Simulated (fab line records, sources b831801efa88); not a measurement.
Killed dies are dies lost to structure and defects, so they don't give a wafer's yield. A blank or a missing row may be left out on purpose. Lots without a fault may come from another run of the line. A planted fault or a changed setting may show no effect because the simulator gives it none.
One fault seen from 2 desks | flow gf180mcu | each desk has only its own numbers; what lay behind them comes last

THE TOOL OWNER'S DESK: furnace-02
The tool's own readings at GF_POLY_GATE_OXIDATION_16 (stabilise 600 s, purge 300 s, target thk 4 nm): means of the sampled wafers that have a number, for each lot that ran on this tool. A lot is out of limits, marked OUT, if its mean lies more than 4 standard deviations from the usual mean; the brackets give that distance.
Columns: A = spike_tc_bottom_C at GF_POLY_GATE_OXIDATION_16, usual 867 C; B = spike_tc_centre_C at GF_POLY_GATE_OXIDATION_16, usual 849.5 C; C = spike_tc_lower_C at GF_POLY_GATE_OXIDATION_16, usual 850.8 C; D = spike_tc_top_C at GF_POLY_GATE_OXIDATION_16, usual 861.7 C; E = spike_tc_upper_C at GF_POLY_GATE_OXIDATION_16, usual 850.6 C; F = zone_power_top_pct at GF_POLY_GATE_OXIDATION_16, usual 30 %
lot  | first seen here | A              | B               | C               | D               | E               | F
L198 | day 9 08:55     | 874            | 848.4           | 850.9           | 864.1           | 851.6           | 27
L199 | day 9 12:00     | 874            | 848.5           | 850.6           | 863.1           | 850.7           | 26
L200 | day 9 20:58     | 838 (-4.9) OUT | 815.0 (-25) OUT | 817.3 (-30) OUT | 828.9 (-19) OUT | 816.8 (-34) OUT | 25
L205 | day 11 10:50    | 838 (-4.9) OUT | 814.1 (-25) OUT | 816.6 (-31) OUT | 828.6 (-19) OUT | 816.1 (-35) OUT | 25
L213 | day 14 01:23    | 872            | 848.7           | 850.8           | 863.4           | 851.4           | 26
L214 | day 14 08:07    | 873            | 849.0           | 850.5           | 862.8           | 850.7           | 27
L215 | day 14 13:38    | 873            | 848.6           | 851.0           | 862.8           | 851.2           | 26
L218 | day 15 06:01    | 873            | 848.5           | 850.3           | 862.4           | 850.9           | 27
L217 | day 15 07:16    | 873            | 848.9           | 849.8           | 863.1           | 851.5           | 26
L220 | day 15 23:23    | 873            | 847.7           | 849.6           | 862.5           | 851.7           | 26
This desk's finding: out of limits on L200, L205; first on L200, day 9 20:58 (spike_tc_bottom_C at GF_POLY_GATE_OXIDATION_16). In limits: L198, L199, L213, L214, L215, L218, L217, L220.

THE METROLOGY DESK
What the gauges read, lot by lot, whatever tool the lot ran on: means of the sampled wafers that have a number. A lot is out of limits, marked OUT, if its mean lies more than 4 standard deviations from the usual mean; the brackets give that distance.
Columns: A = VT_IMPLANT_3_TW at GF_VT_IMPLANT_TW_MEAS_32, usual 266.6; B = VT_IMPLANT_4_TW at GF_VT_IMPLANT_TW_MEAS_43, usual 683; C = MVPSD_RS at GF_VT_IMPLANT_RS_MEAS_49, usual 1168.3 ohm/sq; D = POLY_GATE_OXIDATION_THK at GF_POLY_GATE_THK_MEAS_17, usual 4.00 nm
lot  | first seen here | A     | B   | C      | D
L198 | day 6 23:19     | 268.9 | 687 | 1169.5 | 3.95
L199 | day 7 03:49     | 264.5 | 688 | 1167.7 | 4.00
L200 | day 7 12:42     | 266.9 | 678 | 1168.4 | 2.60 (-19) OUT
L201 | day 7 17:52     | 268.5 | 677 | 1169.1 | 4.00
L205 | day 8 19:28     | 264.0 | 679 | 1168.2 | 2.46 (-20) OUT
L213 | day 11 02:41    | 269.1 | 676 | 1170.7 | 3.90
L214 | day 11 08:25    | 262.9 | 683 | 1170.3 | 3.90
L215 | day 11 16:17    | 263.6 | 675 | 1171.8 | 3.95
L216 | day 11 21:01    | 263.5 | 690 | 1162.7 | 4.09
L217 | day 12 03:38    | 262.7 | 684 | 1170.3 | 4.03
L218 | day 12 07:47    | 266.0 | 681 | 1169.3 | 3.96
L220 | day 12 20:25    | 269.4 | 689 | 1163.2 | 3.97
L221 | day 13 03:58    | 268.7 | 692 | 1171.7 | 4.01
This desk's finding: out of limits on L200, L205; first on L200, day 9 22:13 (POLY_GATE_OXIDATION_THK at GF_POLY_GATE_THK_MEAS_17). In limits: L198, L199, L201, L213, L214, L215, L216, L217, L218, L220, L221.

PUT TOGETHER
The tool owner's desk could have raised an alarm at day 9 20:58, on L200, L205.
The metrology desk could have raised an alarm at day 9 22:13, on L200, L205.
Of the lots named, all ran GF_POLY_GATE_OXIDATION_16 on furnace-02.

WHAT THE SIMULATOR HAD PUT IN
Process parameter drift: furnace-02, from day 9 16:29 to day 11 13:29, at GF_POLY_GATE_OXIDATION_16. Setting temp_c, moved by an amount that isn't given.
Lots struck among those shown: L200, L205.
Hours from the fault's start to each desk's first reading out of limits: the tool owner's desk, 4; the metrology desk, 6.
